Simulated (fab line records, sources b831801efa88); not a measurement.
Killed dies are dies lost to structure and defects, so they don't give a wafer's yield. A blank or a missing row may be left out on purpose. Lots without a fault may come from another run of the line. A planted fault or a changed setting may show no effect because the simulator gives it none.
Which tool did it? | flow gf180mcu | 6 lots, 18 wafers sampled, at 4 steps of a route of 602

WHAT THE GAUGES READ, wafer by wafer
GF_M2_RS_MEAS_05: measures by four-point-probe.
lot  | measured     | on            | M2_ALCU_RS (ohm/sq)
L183 | day 18 12:44 | film_metro-04 | 0.0698 0.0692 0.0697
L185 | day 19 13:00 | film_metro-02 | 0.0702 0.0694 0.0696
L187 | day 20 03:14 | film_metro-04 | 0.0702 0.0699 0.0702
L197 | day 23 19:11 | film_metro-03 | 0.0698 0.0696 0.0697
L201 | day 25 00:17 | film_metro-02 | 0.0699 0.0690 0.0692
L205 | day 26 05:01 | film_metro-03 | 0.0693 0.0700 0.0692

WHICH TOOL RAN EACH LOT (tool, then ch and the chambers of the sampled wafers, then the start)
lot  | GF_V1_ETCH_16                      | GF_V1_CMP_26                  | GF_M2_SPUTTER_03
L183 | rie_diel-03 ch 2,3, day 18 10:44   | cmp-01 ch 2,3, day 18 12:12   | pvd_sputter-04, day 18 12:37
L185 | rie_diel-02 ch 1,2,3, day 19 10:44 | cmp-02 ch 0,2,3, day 19 12:29 | pvd_sputter-04, day 19 12:56
L187 | rie_diel-02 ch 2,3, day 20 01:37   | cmp-02 ch 1,3, day 20 02:41   | pvd_sputter-02, day 20 03:09
L197 | rie_diel-03 ch 0,1,2, day 23 17:37 | cmp-02 ch 0,2,3, day 23 18:40 | pvd_sputter-03, day 23 19:07
L201 | rie_diel-03 ch 0,1, day 24 22:38   | cmp-02 ch 0,3, day 24 23:47   | pvd_sputter-04, day 25 00:11
L205 | rie_diel-03 ch 2,3, day 26 03:26   | cmp-01 ch 0,2,3, day 26 04:35 | pvd_sputter-04, day 26 04:58
- GF_V1_ETCH_16: etches BARC in N2/H2.
- GF_V1_CMP_26: polishes, stops on SiO2, t overpolish 15 s, target thk 0 nm.
- GF_M2_SPUTTER_03: material Ti, target thk 10 nm, time 6.7 s.

THE ANSWER, worked out from the rows above alone
Rule: what is usual is taken from the lots themselves. Put in order of their means at a reading, lots are off if they are a third of the lots or fewer, leave a main group of 4 or more, and stand apart from it by a gap of 3 or more times the standard deviation of the main group's means; of several such gaps the widest counts. A main group whose means are all the same, to the digits that the tables above print for the reading, isn't used. A lot without any number at a reading at which 4 lots or more have one is off too. The other lots that the step has rows for count as sound.
No lot is off at any reading shown: from this, nothing can be told.

WHAT THE SIMULATOR HAD PUT IN
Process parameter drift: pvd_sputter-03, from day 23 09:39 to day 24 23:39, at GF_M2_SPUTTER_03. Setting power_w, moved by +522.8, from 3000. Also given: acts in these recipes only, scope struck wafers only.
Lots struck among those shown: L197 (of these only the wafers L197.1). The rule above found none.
